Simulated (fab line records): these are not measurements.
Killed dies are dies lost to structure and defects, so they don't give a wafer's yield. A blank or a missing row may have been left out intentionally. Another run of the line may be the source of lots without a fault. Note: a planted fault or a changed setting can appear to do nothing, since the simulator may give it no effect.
Which of the tools did it? -- flow sky130 -- 41 wafers from 14 lots sampled at 6 of the route's 708 steps

== WHAT EACH GAUGE READ, for each wafer ==
SKY_METAL2_RS_MEAS_05: measurement is done with a four-point probe. Usual: METAL2_ALCU_RS 0.1268 ohm/sq, standard deviation 0.0016.
lot,measured,on,METAL2_ALCU_RS (ohm/sq),flag
L449,day 33 16:11,filmMetro-02,0.1312 0.1319 0.1306,
L450,day 34 04:33,filmMetro-01,0.1254 0.1250 0.1250,
L452,day 35 17:50,filmMetro-01,0.1285 0.1284 0.1294,
L451,day 35 20:56,filmMetro-02,0.1258 0.1270 0.1258,
L454,day 35 21:00,filmMetro-01,0.1269 0.1272 0.1281,
L455,day 36 01:55,filmMetro-04,0.1281 0.1264 0.1274,
L456,day 36 07:47,filmMetro-02,0.1243 0.1245 0.1245,
L457,day 36 08:36,filmMetro-01,0.1276 0.1271 0.1275,
L458,day 36 16:44,filmMetro-04,0.1264 0.1271 0.1262,
L459,day 37 05:59,filmMetro-04,0.1278 0.1272 0.1278,
L462,day 38 10:11,filmMetro-02,0.1262 0.1244 0.0635,OFF
L463,day 38 12:46,filmMetro-04,0.1274 0.0639,OFF
L470,day 40 10:21,filmMetro-04,0.1240 0.1242 0.1239,
L472,day 40 21:22,filmMetro-01,0.1265 0.1276 0.1270,

SKY_METAL2_THK_MEAS_06: measures by xrf. Usual: METAL2_ALCU_THK 250 nm, standard deviation 3.7.
lot,measured,on,METAL2_ALCU_THK (nm),flag
L449,day 33 16:19,filmMetro-02,242 240 243,
L450,day 34 04:40,filmMetro-01,254 255 256,
L452,day 35 17:58,filmMetro-01,246 246 245,
L451,day 35 21:03,filmMetro-02,251 248 250,
L454,day 35 21:07,filmMetro-01,250 247 245,
L455,day 36 02:02,filmMetro-04,249 251 251,
L456,day 36 07:54,filmMetro-02,254 253 253,
L457,day 36 08:43,filmMetro-01,248 248 249,
L458,day 36 16:52,filmMetro-04,250 251 253,
L459,day 37 06:07,filmMetro-04,249 251 249,
L462,day 38 10:19,filmMetro-02,250 254 490,OFF
L463,day 38 12:53,filmMetro-04,247 491,OFF
L470,day 40 10:28,filmMetro-04,257 255 257,
L472,day 40 21:28,filmMetro-01,251 247 248,

== TOOL THAT RAN EACH LOT (tool first, then ch and the chambers of the sampled wafers, then the start) ==
lot,SKY_METAL1_SPUTTER_00,SKY_METAL1_SPUTTER_02,SKY_VIA1_SPUTTER_20,SKY_METAL2_SPUTTER_02
L449,"pvdSputter-02, day 31 06:18","pvdSputter-02, day 31 06:21","pvdSputter-02, day 33 15:19","pvdSputter-04, day 33 16:06"
L450,"pvdSputter-04, day 31 19:53","pvdSputter-04, day 31 19:56","pvdSputter-01, day 34 03:47","pvdSputter-02, day 34 04:28"
L452,"pvdSputter-04, day 33 11:01","pvdSputter-04, day 33 11:04","pvdSputter-03, day 35 17:04","pvdSputter-04, day 35 17:45"
L451,"pvdSputter-02, day 33 12:59","pvdSputter-02, day 33 13:02","pvdSputter-01, day 35 20:08","pvdSputter-03, day 35 20:50"
L454,"pvdSputter-01, day 33 13:04","pvdSputter-01, day 33 13:07","pvdSputter-02, day 35 20:12","pvdSputter-02, day 35 20:53"
L455,"pvdSputter-02, day 33 18:16","pvdSputter-02, day 33 18:19","pvdSputter-03, day 36 01:08","pvdSputter-02, day 36 01:49"
L456,"pvdSputter-02, day 34 00:04","pvdSputter-02, day 34 00:07","pvdSputter-01, day 36 07:00","pvdSputter-02, day 36 07:41"
L457,"pvdSputter-02, day 34 00:58","pvdSputter-02, day 34 01:01","pvdSputter-03, day 36 07:50","pvdSputter-04, day 36 08:31"
L458,"pvdSputter-04, day 34 09:17","pvdSputter-04, day 34 09:20","pvdSputter-02, day 36 15:58","pvdSputter-04, day 36 16:39"
L459,"pvdSputter-04, day 34 22:40","pvdSputter-04, day 34 22:43","pvdSputter-03, day 37 05:13","pvdSputter-04, day 37 05:54"
L462,"pvdSputter-02, day 36 03:01","pvdSputter-02, day 36 03:04","pvdSputter-01, day 38 09:25","pvdSputter-04, day 38 10:06"
L463,"pvdSputter-04, day 36 05:20","pvdSputter-04, day 36 05:23","pvdSputter-01, day 38 11:58","pvdSputter-04, day 38 12:39"
L470,"pvdSputter-01, day 38 05:52","pvdSputter-01, day 38 05:55","pvdSputter-02, day 40 09:33","pvdSputter-02, day 40 10:14"
L472,"pvdSputter-04, day 38 17:27","pvdSputter-04, day 38 17:30","pvdSputter-01, day 40 20:34","pvdSputter-02, day 40 21:15"
- SKY_METAL1_SPUTTER_00: material Ti, target thk 15 nm, time 10 s.
- SKY_METAL1_SPUTTER_02: material AlCu, target thk 250 nm, time 13.3 s.
- SKY_VIA1_SPUTTER_20: material TiN, target thk 20 nm, time 80 s.
- SKY_METAL2_SPUTTER_02: material AlCu, target thk 250 nm, time 13.3 s.

== WHAT THE TOOLS THEMSELVES READ (means of the sampled wafers that have a number; where no wafer has one, the mark that the record gives instead) ==
SKY_METAL1_SPUTTER_00. Usual: throttleValvePct at 30.1 %, with a standard deviation of 1.1.
lot,tool,throttleValvePct (%),flag
L449,pvdSputter-02,29.9,
L450,pvdSputter-04,31.5,
L452,pvdSputter-04,30.7,
L451,pvdSputter-02,29.8,
L454,pvdSputter-01,30.1,
L455,pvdSputter-02,30.0,
L456,pvdSputter-02,29.1,
L457,pvdSputter-02,30.5,
L458,pvdSputter-04,31.5,
L459,pvdSputter-04,30.7,
L462,pvdSputter-02,30.0,
L463,pvdSputter-04,31.0,
L470,pvdSputter-01,30.4,
L472,pvdSputter-04,31.7,

SKY_METAL1_SPUTTER_02. Usual: throttleValvePct at 30.1 %, with a standard deviation of 1.1.
lot,tool,throttleValvePct (%),flag
L449,pvdSputter-02,30.1,
L450,pvdSputter-04,31.8,
L452,pvdSputter-04,30.8,
L451,pvdSputter-02,29.6,
L454,pvdSputter-01,30.1,
L455,pvdSputter-02,30.1,
L456,pvdSputter-02,29.4,
L457,pvdSputter-02,30.5,
L458,pvdSputter-04,31.2,
L459,pvdSputter-04,30.7,
L462,pvdSputter-02,29.9,
L463,pvdSputter-04,31.4,
L470,pvdSputter-01,30.4,
L472,pvdSputter-04,31.9,

SKY_VIA1_SPUTTER_20. Usual: throttleValvePct at 29.9 %, with a standard deviation of 0.81.
lot,tool,throttleValvePct (%),flag
L449,pvdSputter-02,29.2,
L450,pvdSputter-01,30.3,
L452,pvdSputter-03,29.4,
L451,pvdSputter-01,30.7,
L454,pvdSputter-02,29.1,
L455,pvdSputter-03,29.6,
L456,pvdSputter-01,30.7,
L457,pvdSputter-03,30.3,
L458,pvdSputter-02,28.9,
L459,pvdSputter-03,29.4,
L462,pvdSputter-01,30.3,
L463,pvdSputter-01,29.9,
L470,pvdSputter-02,30.4,
L472,pvdSputter-01,30.4,

SKY_METAL2_SPUTTER_02. Usual: throttleValvePct at 30.0 %, with a standard deviation of 1.2.
lot,tool,throttleValvePct (%),flag
L449,pvdSputter-04,31.3,
L450,pvdSputter-02,29.3,
L452,pvdSputter-04,29.2,
L451,pvdSputter-03,29.4,
L454,pvdSputter-02,29.3,
L455,pvdSputter-02,29.1,
L456,pvdSputter-02,29.7,
L457,pvdSputter-04,29.9,
L458,pvdSputter-04,29.7,
L459,pvdSputter-04,29.2,
L462,pvdSputter-04,31.3,
L463,pvdSputter-04,32.5,
L470,pvdSputter-02,29.8,
L472,pvdSputter-02,30.2,

== THE ANSWER, worked out from the rows above alone ==
Rule: take the mean of a lot's wafers that have a number; if it is more than 3 standard deviations from the usual mean, the lot is off. A lot without any number at a reading at which 4 lots or more have one is off too. The other lots that the step has rows for count as sound. After the gauges, taken in route order, come the tools' own readings; for these a lot's mean is taken, as printed above. The first step at which some lot is off is used, and at that step the reading that is off furthest; a lot without a number counts as furthest.
Off: L462, L463, seen at SKY_METAL2_RS_MEAS_05 (METAL2_ALCU_RS).
A tool fits if, at a process step before that reading, it ran every lot that is off, and no sound lot after the first of them. The gauges at SKY_METAL2_RS_MEAS_05 are tried like those tools. One fits: pvdSputter-04 at SKY_METAL2_SPUTTER_02. A fault onset in the window from L459 (day 37 05:54, its last sound lot) to L462 (day 38 10:06, its first lot off) fits.

== WHAT THE SIMULATOR HAD PUT IN ==
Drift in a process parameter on pvdSputter-04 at SKY_METAL2_SPUTTER_02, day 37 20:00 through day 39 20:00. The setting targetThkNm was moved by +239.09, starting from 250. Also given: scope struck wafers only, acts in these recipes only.
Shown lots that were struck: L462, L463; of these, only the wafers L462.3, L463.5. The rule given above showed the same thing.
